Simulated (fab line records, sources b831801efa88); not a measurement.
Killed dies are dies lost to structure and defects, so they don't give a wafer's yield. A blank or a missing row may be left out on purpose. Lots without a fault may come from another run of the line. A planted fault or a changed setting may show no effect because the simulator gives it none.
Which tool did it? | flow sky130 | 13 lots, 39 wafers sampled, at 5 steps of a route of 708

WHAT THE GAUGES READ, wafer by wafer
The record holds no reading of a measuring or inspecting step that can be judged against a usual standard deviation.

WHICH TOOL RAN EACH LOT (tool, then ch and the chambers of the sampled wafers, then the start)
lot  | SKY_LI_CONTACT_CMP_02         | SKY_LI_CONTACT_CVD_21         | SKY_LOCAL_INTERCONNECT_STRIP_15      | SKY_CONTACT_CMP_04            | SKY_PAD_OPEN_PROBE_99
L606 | cmp-02 ch 0,1,2, day 27 15:23 | cvd_w-02 ch 0,1, day 28 20:47 | plasma_asher-04 ch 0,1, day 30 01:20 | cmp-02 ch 0,1,2, day 30 02:11 | prober-01, day 45 12:57
L608 | cmp-02 ch 0,1,3, day 28 08:43 | cvd_w-01 ch 1, day 29 13:36   | plasma_asher-04 ch 0,1, day 30 18:32 | cmp-01 ch 1,2,3, day 30 19:24 | prober-01, day 46 04:16
L615 | cmp-01 ch 1,2, day 31 11:55   | cvd_w-01 ch 0,1, day 32 15:52 | plasma_asher-02 ch 0,1, day 33 19:25 | -                             | prober-01, day 48 08:58
L613 | cmp-02 ch 1,2,3, day 31 12:36 | cvd_w-02 ch 0,1, day 32 17:05 | plasma_asher-01 ch 0,1, day 33 21:19 | -                             | prober-02, day 48 09:58
L618 | cmp-01 ch 0,2,3, day 32 18:02 | cvd_w-02 ch 0,1, day 33 21:47 | plasma_asher-04 ch 0,1, day 35 01:47 | cmp-01 ch 1,2, day 35 02:38   | prober-01, day 49 06:06
L619 | cmp-01 ch 0,1,3, day 32 21:14 | cvd_w-01 ch 0,1, day 34 00:21 | plasma_asher-04 ch 0,1, day 35 04:04 | cmp-01 ch 2,3, day 35 04:54   | prober-02, day 49 09:23
L620 | cmp-01 ch 0,1,3, day 33 00:07 | cvd_w-01 ch 0,1, day 34 03:29 | plasma_asher-01 ch 0,1, day 35 07:20 | cmp-02 ch 0,1, day 35 08:10   | prober-01, day 49 11:47
L621 | cmp-01 ch 1,2,3, day 33 10:30 | cvd_w-01 ch 1, day 34 14:23   | plasma_asher-02 ch 0,1, day 35 18:08 | cmp-01 ch 0,1,3, day 35 19:04 | prober-02, day 49 16:40
L622 | cmp-01 ch 1,2, day 33 14:44   | cvd_w-02 ch 0,1, day 34 18:47 | plasma_asher-02 ch 0,1, day 35 22:58 | cmp-01 ch 0,1,2, day 36 00:01 | prober-01, day 49 20:21
L624 | cmp-01 ch 0,1, day 33 17:11   | cvd_w-01 ch 1, day 34 21:41   | plasma_asher-01 ch 0,1, day 36 01:20 | cmp-02 ch 1,2,3, day 36 02:13 | prober-02, day 49 23:21
L623 | cmp-01 ch 0,1,2, day 33 20:17 | cvd_w-02 ch 0,1, day 34 23:56 | plasma_asher-01 ch 0,1, day 36 03:47 | cmp-01 ch 1,2,3, day 36 04:45 | prober-01, day 50 01:17
L625 | cmp-02 ch 0,1,3, day 34 08:56 | cvd_w-01 ch 0,1, day 35 12:56 | plasma_asher-02 ch 0,1, day 36 15:59 | cmp-02 ch 0,1,3, day 36 16:58 | prober-02, day 50 08:08
L627 | cmp-02 ch 0,1, day 34 18:09   | cvd_w-01 ch 0,1, day 35 22:02 | plasma_asher-04 ch 0,1, day 37 00:23 | cmp-02 ch 1,2,3, day 37 01:14 | prober-02, day 50 13:31
- SKY_LI_CONTACT_CMP_02: polishes PSG.
- SKY_LI_CONTACT_CVD_21: deposits W, target thk 400 nm, time 120.56 s.
- SKY_LOCAL_INTERCONNECT_STRIP_15: strips in O2/N2.
- SKY_CONTACT_CMP_04: polishes SiO2.
- SKY_PAD_OPEN_PROBE_99

WHAT THE TOOLS THEMSELVES READ (means of the sampled wafers that have a number; where no wafer has one, the mark that the record gives instead)
SKY_LI_CONTACT_CMP_02. Usual: edge_zone_pressure_frac 1.001, standard deviation 0.0046; motor_current_A 12.3 A, standard deviation 0.76; time_to_endpoint_s 32.7 s, standard deviation 2.8.
lot  | tool   | edge_zone_pressure_frac | motor_current_A (A) | time_to_endpoint_s (s) | flag
L606 | cmp-02 | 1.001                   | 12.2                | 31.7                   |
L608 | cmp-02 | 1.002                   | 12.0                | 28.5                   |
L615 | cmp-01 | 0.997                   | 12.2                | 37.7                   |
L613 | cmp-02 | 1.004                   | 11.9                | 33.9                   |
L618 | cmp-01 | 0.995                   | 12.4                | 34.4                   |
L619 | cmp-01 | 1.005                   | 12.2                | 34.3                   |
L620 | cmp-01 | 0.996                   | 12.7                | 35.6                   |
L621 | cmp-01 | 1.004                   | 12.5                | 35.6                   |
L622 | cmp-01 | 1.002                   | 11.9                | 36.7                   |
L624 | cmp-01 | 1.004                   | 12.3                | 28.5                   |
L623 | cmp-01 | 0.995                   | 12.4                | 32.6                   |
L625 | cmp-02 | 1.004                   | 12.6                | 32.6                   |
L627 | cmp-02 | 0.999                   | 13.1                | 33.5                   |

SKY_LI_CONTACT_CVD_21. Usual: heater_power_outer_w 488 W, standard deviation 44; heater_power_w 790 W, standard deviation 62.
lot  | tool     | heater_power_outer_w (W) | heater_power_w (W) | flag
L606 | cvd_w-02 | 535                      | 847                |
L608 | cvd_w-01 | 464                      | 774                |
L615 | cvd_w-01 | 461                      | 765                |
L613 | cvd_w-02 | 545                      | 859                |
L618 | cvd_w-02 | 541                      | 862                |
L619 | cvd_w-01 | 451                      | 741                |
L620 | cvd_w-01 | 458                      | 716                |
L621 | cvd_w-01 | 461                      | 775                |
L622 | cvd_w-02 | 542                      | 858                |
L624 | cvd_w-01 | 477                      | 769                |
L623 | cvd_w-02 | 532                      | 856                |
L625 | cvd_w-01 | 467                      | 764                |
L627 | cvd_w-01 | 455                      | 745                |

SKY_LOCAL_INTERCONNECT_STRIP_15. Usual: chamber_pressure_mTorr 1500.0 mTorr, standard deviation 1.5; drypump_motor_current_A 5.4 A, standard deviation 0.55; oes_product_au 0.427 a.u., standard deviation 0.0044; strip_time_to_endpoint_s 4.728 s, standard deviation 0.022.
lot  | tool            | chamber_pressure_mTorr (mTorr) | drypump_motor_current_A (A) | oes_product_au (a.u.) | strip_time_to_endpoint_s (s) | flag
L606 | plasma_asher-04 | 1501.2                         | 4.8                         | 0.424                 | 4.747                        |
L608 | plasma_asher-04 | 1499.1                         | 4.9                         | 0.427                 | 4.729                        |
L615 | plasma_asher-02 | -                              | -                           | -                     | -                            | OFF
L613 | plasma_asher-01 | -                              | -                           | -                     | -                            | OFF
L618 | plasma_asher-04 | 1500.1                         | 4.8                         | 0.425                 | 4.702                        |
L619 | plasma_asher-04 | 1500.3                         | 4.8                         | 0.429                 | 4.695                        |
L620 | plasma_asher-01 | 1498.5                         | 5.8                         | 0.422                 | 4.716                        |
L621 | plasma_asher-02 | 1500.1                         | 6.1                         | 0.425                 | 4.707                        |
L622 | plasma_asher-02 | 1500.5                         | 6.1                         | 0.432                 | 4.732                        |
L624 | plasma_asher-01 | 1499.7                         | 5.8                         | 0.425                 | 4.714                        |
L623 | plasma_asher-01 | 1500.4                         | 5.5                         | 0.429                 | 4.692                        |
L625 | plasma_asher-02 | 1501.4                         | 5.9                         | 0.427                 | 4.722                        |
L627 | plasma_asher-04 | 1500.4                         | 4.9                         | 0.422                 | 4.729                        |

SKY_CONTACT_CMP_04. Usual: edge_zone_pressure_frac 1.001, standard deviation 0.0053; motor_current_A 12.2 A, standard deviation 0.62; time_to_endpoint_s 83 s, standard deviation 3.9.
lot  | tool   | edge_zone_pressure_frac | motor_current_A (A) | time_to_endpoint_s (s) | flag
L606 | cmp-02 | 1.005                   | 12.0                | 83                     |
L608 | cmp-01 | 1.004                   | 12.5                | 88                     |
L618 | cmp-01 | 0.998                   | 12.3                | 84                     |
L619 | cmp-01 | 1.002                   | 12.3                | 85                     |
L620 | cmp-02 | 1.001                   | 13.0                | 81                     |
L621 | cmp-01 | 1.000                   | 12.3                | 77                     |
L622 | cmp-01 | 1.004                   | 12.3                | 84                     |
L624 | cmp-02 | 0.998                   | 12.0                | 85                     |
L623 | cmp-01 | 0.999                   | 12.1                | 85                     |
L625 | cmp-02 | 1.000                   | 12.0                | 87                     |
L627 | cmp-02 | 0.998                   | 12.4                | 82                     |

SKY_PAD_OPEN_PROBE_99. Usual: killed_at_M0_to_M3 44, standard deviation 7; killed_at_M4_up 3.0, standard deviation 2; killed_at_contacts 24, standard deviation 5.3; killed_at_front_end 15, standard deviation 4; killed_at_other 0.2, standard deviation 0.41; killed_dies 87, standard deviation 9.1; killed_on_rim 17, standard deviation 3.5; killed_open 49, standard deviation 7.3; killed_short 38, standard deviation 5.9.
lot  | tool      | killed_at_M0_to_M3 | killed_at_M4_up | killed_at_contacts | killed_at_front_end | killed_at_other | killed_dies | killed_on_rim | killed_open | killed_short | flag
L606 | prober-01 | 45                 | 3.7             | 25                 | 14                  | 0.3             | 88          | 18            | 52          | 36           |
L608 | prober-01 | 36                 | 4.0             | 28                 | 14                  | 0.7             | 82          | 15            | 43          | 39           |
L615 | prober-01 | 41                 | 1.3             | 435                | 14                  | 0.3             | 492         | 96            | 45          | 32           | OFF
L613 | prober-02 | 41                 | 4.0             | 434                | 13                  | 0.0             | 492         | 96            | 57          | 35           | OFF
L618 | prober-01 | 52                 | 3.7             | 21                 | 18                  | 0.3             | 95          | 16            | 54          | 41           |
L619 | prober-02 | 44                 | 3.0             | 26                 | 14                  | 0.3             | 87          | 17            | 46          | 41           |
L620 | prober-01 | 47                 | 1.7             | 24                 | 11                  | 0.0             | 83          | 18            | 48          | 35           |
L621 | prober-02 | 47                 | 1.7             | 19                 | 16                  | 0.7             | 85          | 16            | 44          | 40           |
L622 | prober-01 | 46                 | 3.3             | 19                 | 16                  | 0.0             | 84          | 14            | 48          | 36           |
L624 | prober-02 | 43                 | 3.0             | 20                 | 14                  | 0.0             | 80          | 14            | 52          | 28           |
L623 | prober-01 | 45                 | 1.3             | 25                 | 16                  | 0.7             | 88          | 19            | 51          | 36           |
L625 | prober-02 | 49                 | 2.3             | 21                 | 15                  | 0.3             | 88          | 16            | 48          | 40           |
L627 | prober-02 | 46                 | 3.3             | 23                 | 15                  | 0.3             | 88          | 16            | 48          | 40           |

THE ANSWER, worked out from the rows above alone
Rule: a lot is off if the mean of its wafers that have a number lies more than 3 standard deviations from the usual mean. A lot without any number at a reading at which 4 lots or more have one is off too. The other lots that the step has rows for count as sound. The gauges are gone through in route order, then the tools' own readings, and for those a lot's mean is taken as printed above. The first step at which some lot is off is used, and at that step the reading that is off furthest; a lot without a number counts as furthest.
Off: L615, L613, at SKY_LOCAL_INTERCONNECT_STRIP_15 (chamber_pressure_mTorr). Without a number there: L615, L613.
A tool fits if, at that step or a process step before it, it ran every lot that is off, and no sound lot after the first of them. None of those tried fits.

WHAT THE SIMULATOR HAD PUT IN
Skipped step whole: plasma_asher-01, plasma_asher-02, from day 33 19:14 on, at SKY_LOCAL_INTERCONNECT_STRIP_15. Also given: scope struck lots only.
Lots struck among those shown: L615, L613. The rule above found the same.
